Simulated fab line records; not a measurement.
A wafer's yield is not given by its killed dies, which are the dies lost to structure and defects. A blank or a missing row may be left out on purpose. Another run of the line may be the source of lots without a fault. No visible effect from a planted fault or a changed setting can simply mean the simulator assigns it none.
Chamber matching / flow gf180mcu / 4 sister chambers for GF_V1_ETCH_16 on rie diel-02
The step etches BARC in N2/H2. 4 wafers are shown with their chamber, then 7 later ones without.

## WAFERS WITH THEIR CHAMBER
wafer=L263.4; chamber=3; drypump motor current A (A)=5.5
wafer=L265.5; chamber=1; drypump motor current A (A)=6.1
wafer=L272.1; chamber=2; drypump motor current A (A)=6.1
wafer=L272.3; chamber=0; drypump motor current A (A)=6.4

## WAFERS WITHOUT THEIR CHAMBER
wafer=L272.4; drypump motor current A (A)=5.5
wafer=L273.3; drypump motor current A (A)=6.4
wafer=L273.4; drypump motor current A (A)=5.4
wafer=L273.6; drypump motor current A (A)=6.1
wafer=L277.1; drypump motor current A (A)=6.0
wafer=L277.3; drypump motor current A (A)=6.1
wafer=L277.6; drypump motor current A (A)=6.0

## CHAMBER TAKEN BY EACH
wafer=L272.4; from the rows above=3; in truth=3
wafer=L273.3; from the rows above=0; in truth=0
wafer=L273.4; from the rows above=3; in truth=3
wafer=L273.6; from the rows above=can't be placed: 1 or 2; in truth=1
wafer=L277.1; from the rows above=can't be placed: 1 or 2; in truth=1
wafer=L277.3; from the rows above=can't be placed: 1 or 2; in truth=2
wafer=L277.6; from the rows above=can't be placed: 1 or 2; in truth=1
Correct placement for 3 of the 7. From these rows, 4 cannot be placed; in 4 the true chamber is one of the candidates. Number placed wrongly: 0.
How it was worked out, from the rows above alone: a wafer's distance from a chamber is the root of the sum, over the readings, of the square of ((its reading less the chamber's mean) divided by the reading's scatter). If the next closest chamber is less than 2 further off than the closest, the wafer can't be placed; otherwise it belongs to the closest. The mean given for a chamber averages the wafers shown for that chamber. The scatter: with one shown wafer a chamber, the root of the mean of the squares of how far each hidden wafer lies from its nearest shown one.
